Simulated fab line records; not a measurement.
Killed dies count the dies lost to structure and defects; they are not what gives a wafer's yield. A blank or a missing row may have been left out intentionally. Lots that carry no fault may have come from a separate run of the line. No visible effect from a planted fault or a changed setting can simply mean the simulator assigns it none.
A struck lot beside a sound one :: flow gf180mcu :: 25 steps out of a route of 602
Sound: wafers L766.2, L766.5, L766.6. Wafers L777.1, L777.3, L777.5 were the ones struck. The cause is named last.
For every step that has rows: the tool of each side, followed by ch and its chambers, followed by its first start. Under that, the readings that differ: sound wafers :: struck wafers :: difference of the means :: sigmas: that difference in standard deviations of wafers without a fault.
alike: a reading whose means differ by less than 2 such deviations, as well as words and numbers matching on both sides. not compared: withheld readings; readings where some wafer has no value; bounds like >300 that might hide an equal value; numbers whose values overlap and for which the record gives no deviation.
A row with sigmas, a row that says differs or no value, or rows on one side alone: a step with any of these is where the two part. Numbers that have no deviation but don't overlap get no sigmas and don't part them. A reading missing from all wafers of one side parts the sides only when that side holds two or more wafers.

GF_V4_RS_MEAS_24: a four-point-probe measurement.
  sound on film_metro-01 at day 25 11:02; struck on film_metro-01 at day 29 00:29
  alike: V4_W_RS
GF_V4_THK_MEAS_25: measures by xrf.
  sound on film_metro-01 at day 25 11:08; struck on film_metro-01 at day 29 00:36
  alike: V4_W_THK
GF_V4_CMP_26: polishes, stops on SiO2, t overpolish 15 s, target thk 0 nm.
  sound on cmp-01 ch 0,3, day 25 11:11; struck on cmp-01 ch 0,1,2, day 29 00:40
  alike: motor_current_A, overpolish_run_s, slurry_flow_ml_min, time_to_endpoint_s
then, 1 step without rows for these wafers: GF_MIM_SPUTTER_00 (material Ti, target thk 37.5 nm, time 150 s).
GF_MIM_SPUTTER_01: material TiN, target thk 30 nm, time 25 s.
  sound on pvd_sputter-03 at day 25 11:35; struck on pvd_sputter-04 at day 29 01:04
  alike: cathode_dc_power_W, chamber_pressure_pa, throttle_valve_pct
then, 2 steps without rows for these wafers: GF_MIM_SPUTTER_02 (material AlCu, target thk 450 nm, time 23.9 s); GF_MIM_SPUTTER_03 (material Ti, target thk 10 nm, time 6.7 s).
GF_MIM_SPUTTER_04: material TiN, target thk 50 nm, time 41.7 s.
  sound on pvd_sputter-03 at day 25 11:40; struck on pvd_sputter-04 at day 29 01:08
  alike: cathode_dc_power_W, chamber_pressure_pa, throttle_valve_pct
then, 1 step without rows for these wafers: GF_MIM_CVD_05 (deposits Si3N4, target thk 42 nm, time 29.086 s).
GF_MIM_THK_MEAS_06:
  sound on film_metro-02 at day 25 11:46; struck on film_metro-02 at day 29 01:13
  alike: MIM_CVD_05_THK
then, 1 step without rows for these wafers: GF_MIM_SPUTTER_07 (material TiN, target thk 60 nm, time 50 s).
GF_MIM_SPUTTER_08: material AlCu, target thk 200 nm, time 10.6 s.
  sound on pvd_sputter-01 at day 25 11:51; struck on pvd_sputter-01 at day 29 01:19
  alike: cathode_dc_power_W, chamber_pressure_pa, throttle_valve_pct
GF_MIM_SPUTTER_09: material TiN, target thk 35 nm, time 29.2 s.
  sound on pvd_sputter-01 at day 25 11:52; struck on pvd_sputter-01 at day 29 01:20
  no value came back on the struck wafers for cathode_dc_power_W (W), chamber_pressure_pa (Pa), throttle_valve_pct (%), time_s (s); on the sound wafers cathode_dc_power_W (W) reads 6498.2 6500.0 6499.1
GF_MIM_RS_MEAS_10: a four-point-probe measurement.
  sound on film_metro-02 at day 25 11:56; struck on film_metro-04 at day 29 01:22
  alike: MIM_ALCU_RS
GF_MIM_THK_MEAS_11: measures by xrf.
  sound on film_metro-02 at day 25 12:02; struck on film_metro-04 at day 29 01:29
reading: MIM_ALCU_THK (nm)
sound: 195.4 196.1 192.5
struck: 213.7 211.6 212.3
difference: +17.9
sigmas: +9
then, 7 steps without rows for these wafers: GF_MIM_DEHYDRATE_12 (time 60 s); GF_MIM_HMDS_13 (prime time 60 s); GF_MIM_COAT_14 (resist thk 1000 nm); GF_MIM_SOFTBAKE_15 (time 60 s); GF_MIM_EXPOSE_16 (exposes mask FuseTop, target cd 2000 nm); GF_MIM_PEB_17; GF_MIM_DEVELOP_18 (develop time 60 s).
GF_MIM_METAL_ETCH_19: etches the open film in Cl2/BCl3, stops on Si3N4, target depth 324.5 nm, time 54.1 s.
  sound on rie_metal-04 ch 0, day 26 08:51; struck on rie_metal-02 ch 0,1, day 29 19:46
reading: oes_product_au (a.u.)
sound: 0.938 0.937 0.937
struck: 1.003 0.984 0.989
difference: +0.055
sigmas: +9

reading: throttle_valve_pct (%)
sound: 28.285 28.269 28.282
struck: 28.229 28.245 28.239
difference: -0.041
sigmas: -4
  alike: drypump_motor_current_A
  not compared: rf_hours_counter_h
GF_MIM_STRIP_20: strips in O2/N2.
  sound on plasma_asher-03 ch 0,1, day 26 08:58; struck on plasma_asher-01 ch 0, day 29 19:50
reading: drypump_motor_current_A (A)
sound: 4.9 5.7 4.8
struck: 6.4 6.4 6.4
difference: +1.3
sigmas: +2
  alike: heater_power_w, oes_product_au, strip_time_to_endpoint_s
  not compared: rf_hours_counter_h
GF_PASSIVATION_PROBE_99:
  rows exist in the record for the sound wafers here (prober-02, day 29 21:10), none for the struck ones

== WHERE THEY PART ==
Last at GF_PASSIVATION_PROBE_99 as far as this record goes, first at GF_MIM_SPUTTER_09.

WHY: whatever the simulator had introduced
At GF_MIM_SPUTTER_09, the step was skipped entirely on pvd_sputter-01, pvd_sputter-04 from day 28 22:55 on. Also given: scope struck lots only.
